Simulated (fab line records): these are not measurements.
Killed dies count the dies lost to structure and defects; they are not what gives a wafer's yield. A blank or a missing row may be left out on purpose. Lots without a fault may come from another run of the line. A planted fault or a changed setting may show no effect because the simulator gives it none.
Comparing a struck lot with a sound one ; flow sky130 ; 15 steps out of a route of 708
Sound: wafers L850.1, L850.4, L850.6. Wafers struck: L845.1, L845.3, L845.6. The cause comes at the end.
For every step that has rows: the tool of each side, followed by ch and its chambers, followed by its first start. Under that, the readings that differ: sound wafers ; struck wafers ; difference of the means ; sigmas: that difference in standard deviations of wafers without a fault.
alike: a reading whose means differ by less than 2 such deviations, as well as words and numbers matching on both sides. not compared: withheld readings; readings where some wafer has no value; bounds like >300 that might hide an equal value; numbers whose values overlap and for which the record gives no deviation.
The two part at a step that has a row with sigmas, a row that says differs or no value, or rows on one side only. When numbers do not overlap yet have no deviation, they are printed without sigmas and do not part them. A reading missing from all wafers of one side parts the sides only when that side holds two or more wafers.

first, 8 steps without rows for these wafers: SKY_VIA1_DEHYDRATE_04 (time 60 s); SKY_VIA1_HMDS_05 (prime time 60 s); SKY_VIA1_COAT_06 (resist thk 60 nm); SKY_VIA1_COAT_07 (resist thk 450 nm); SKY_VIA1_SOFTBAKE_08 (time 90 s); SKY_VIA1_EXPOSE_09 (exposes mask VIM, target cd 150 nm); SKY_VIA1_PEB_10; SKY_VIA1_DEVELOP_11 (develop time 60 s).
SKY_VIA1_CD_MEAS_12 targets a cd of 150 nm.
  sound: cd-sem-01 at day 38 01:45; struck: cd-sem-02 at day 36 06:03
  alike: cd-nm
SKY_VIA1_OVL_MEAS_13:
  sound: overlay-01 at day 38 01:52; struck: overlay-01 at day 36 06:10
  alike: VIA1_OVL
SKY_VIA1_ETCH_14: etches BARC in N2/H2, stops on SiO2, time 45.9 s, target depth 60 nm.
  sound on rie-diel-01 ch 1,3, day 38 01:54; struck on rie-diel-02 ch 0,2,3, day 36 06:12
  alike: drypump-motor-current-A, oes-product-au, throttle-valve-pct
  not compared: rf-hours-counter-h
SKY_VIA1_ETCH_15: etches SiO2 in C4F8/O2/Ar, stops on TiN, target depth 351 nm, time 54 s.
  sound on rie-diel-01 ch 1,3, day 38 01:56; struck on rie-diel-02 ch 0,2,3, day 36 06:14
  alike: oes-product-au
  not compared: rf-hours-counter-h
SKY_VIA1_STRIP_16: strips in O2/N2.
  sound on plasma-asher-02 ch 0,1, day 38 01:59; struck on plasma-asher-02 ch 0,1, day 36 06:17
  no value came back on the struck wafers for any of 5 readings (chamber-pressure-mTorr (mTorr), drypump-motor-current-A (A) and others); on the sound wafers chamber-pressure-mTorr (mTorr) reads 1501.4 1499.0 1498.4
reading;sound;struck;difference;sigmas
model.KrF-thick_of_VIA1_COAT_07.thk-nm (nm);0 0 0;326 321.7 321.7;+323;
  not compared: rf-hours-counter-h
then, 1 step without rows for these wafers: SKY_VIA1_STRIP_17 (strips in post etch residue remover, time 1200 s).
-- the record jumps here: 11 days lie between the struck wafers' starts before and after (it left off in module VIA1 and takes up again in module PAD_OPEN, whose first step shown is number 708 of the route) --
SKY_PAD_OPEN_PROBE_99:
  sound: prober-02 at day 48 22:49; struck: prober-02 at day 47 12:49
reading;sound;struck;difference;sigmas
defect-limited-yield (%);81.1 79.3 83.5;0 0 0;-81;-43
killed_at_M0_to_M3;60 49 48;458 453 450;+401;+56
killed-dies;93 102 81;492 492 492;+400;+44
killed-on-rim;20 26 17;96 96 96;+75;+20
sort_bin_5_function (%);12.0 14.0 8.9;94.1 94.3 92.3;+81.9;+55
sort-n-pass;399 390 411;0 0 0;-400;-44
sort-yield-pct (%);81.1 79.3 83.5;0 0 0;-81;-43
  alike: killed_at_M4_up, killed-at-contacts, killed-at-front-end, killed-at-other, killed-open, killed-short, sort_bin_3_pad_short, sort_bin_6_memory

== WHERE THEY PART ==
First at SKY_VIA1_STRIP_16; last, within this record, at SKY_PAD_OPEN_PROBE_99.

WHY: what the simulator had put in
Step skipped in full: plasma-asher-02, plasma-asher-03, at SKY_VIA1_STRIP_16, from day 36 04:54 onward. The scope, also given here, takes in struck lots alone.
